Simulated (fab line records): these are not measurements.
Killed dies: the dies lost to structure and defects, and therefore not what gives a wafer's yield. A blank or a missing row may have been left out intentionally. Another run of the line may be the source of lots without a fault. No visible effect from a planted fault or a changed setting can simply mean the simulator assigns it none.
A single fault, viewed from 2 desks / flow gf180mcu / what lay behind the numbers comes last; until then each desk has only its own

== THE TOOL OWNER'S DESK: lpcvd-01 ==
The tool's own readings at GF_STI_CVD_03 (deposits Si3N4 from DCS/NH3, target thk 207.16 nm, time 3551 s): means of the sampled wafers that have a number, for each lot that ran on this tool. Any lot whose mean is over 4 standard deviations away from the usual mean is out of limits and marked OUT; that distance is given in the brackets.
Columns: A = pressure_mtorr at GF_STI_CVD_03, usual 250.0 mTorr; B = spike_tc_centre_C at GF_STI_CVD_03, usual 770.7 C; C = spike_tc_lower_C at GF_STI_CVD_03, usual 770.2 C; D = spike_tc_upper_C at GF_STI_CVD_03, usual 770.1 C; E = zone_power_centre_pct at GF_STI_CVD_03, usual 13.0 %; F = zone_power_upper_pct at GF_STI_CVD_03, usual 12.3 %
lot=L602; first seen here=day 1 11:34; A=250.1; B=769.2; C=769.2; D=768.9; E=13.8; F=11.6
lot=L604; first seen here=day 1 21:34; A=250.4; B=771.0; C=770.0; D=770.5; E=12.4; F=12.1
lot=L607; first seen here=day 2 12:40; A=250.2; B=771.5; C=770.4; D=771.2; E=12.2; F=12.0
lot=L608; first seen here=day 2 17:34; A=250.1; B=771.6; C=770.6; D=769.8; E=12.4; F=12.0
lot=L609; first seen here=day 3 00:02; A=250.8; B=769.1; C=769.0; D=767.9; E=14.0; F=11.7
lot=L612; first seen here=day 3 13:34; A=250.1; B=735.8 (-32) OUT; C=774.2; D=774.8; E=4.1 (-12) OUT; F=16.1 (+4.2) OUT
lot=L613; first seen here=day 3 18:41; A=249.6; B=736.7 (-31) OUT; C=775.2; D=775.0; E=4.1 (-12) OUT; F=16.2 (+4.3) OUT
This desk finds L612, L613 out of limits, L612 being first, at day 3 13:34 (spike_tc_centre_C at GF_STI_CVD_03). L602, L604, L607, L608, L609 stayed within limits.

== METROLOGY DESK ==
What the gauges read for every lot (on any tool): the sampled wafers with a number, averaged. Any lot whose mean is over 4 standard deviations away from the usual mean is out of limits and marked OUT; that distance is given in the brackets.
Columns: A = STI_CVD_03_THK at GF_STI_THK_MEAS_04, usual 206.8 nm; B = MVSD_RS at GF_VT_IMPLANT_RS_MEAS_46, usual 456.8 ohm/sq; C = MVPSD_RS at GF_VT_IMPLANT_RS_MEAS_49, usual 1168.6 ohm/sq; D = DUAL_GATE_OVL at GF_DUAL_GATE_OVL_MEAS_11, usual 0.0 nm
lot=L602; first seen here=day 1 13:34; A=208.8; B=457.5; C=1169.0; D=1.6
lot=L604; first seen here=day 1 23:34; A=206.5; B=458.3; C=1170.5; D=0.2
lot=L605; first seen here=day 2 04:35; A=206.5; B=457.9; C=1170.0; D=0.7
lot=L606; first seen here=day 2 10:25; A=205.4; B=456.1; C=1167.4; D=1.5
lot=L607; first seen here=day 2 14:39; A=206.8; B=455.1; C=1166.4; D=-0.8
lot=L608; first seen here=day 2 19:34; A=206.3; B=457.4; C=1168.0; D=-0.3
lot=L609; first seen here=day 3 02:01; A=206.6; B=456.4; C=1169.4; D=0.7
lot=L612; first seen here=day 3 15:34; A=186.3 (-9.8) OUT; B=457.7; C=1171.1; D=-1.1
lot=L613; first seen here=day 3 20:41; A=185.2 (-10) OUT; B=454.5; C=1163.8; D=-0.1
lot=L616; first seen here=day 4 13:14; A=202.9; B=457.4; C=1167.3; D=-1.2
lot=L620; first seen here=day 5 08:05; A=207.9; B=455.7; C=1166.4; D=0.8
lot=L625; first seen here=day 6 08:34; A=208.8; B=458.0; C=1167.9; D=-0.1
Per this desk, out of limits: L612, L613; the first was L612, day 3 15:34 (STI_CVD_03_THK at GF_STI_THK_MEAS_04). L602, L604, L605, L606, L607, L608, L609, L616, L620, L625 stayed within limits.

== BROUGHT TOGETHER ==
On L612, L613, at day 3 13:34, an alarm was possible from the tool owner's desk.
An alarm was possible from the metrology desk at day 3 15:34, on L612, L613.
GF_STI_CVD_03 was run on lpcvd-01 by each of the lots named.

== WHAT HAD BEEN PUT IN BY THE SIMULATOR ==
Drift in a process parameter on lpcvd-01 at GF_STI_CVD_03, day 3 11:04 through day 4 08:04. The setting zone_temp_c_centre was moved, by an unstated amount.
Lots struck among those shown: L612, L613.
Time in hours from fault onset to the first out-of-limits reading at each desk: tool owner's desk 2, metrology desk 4.
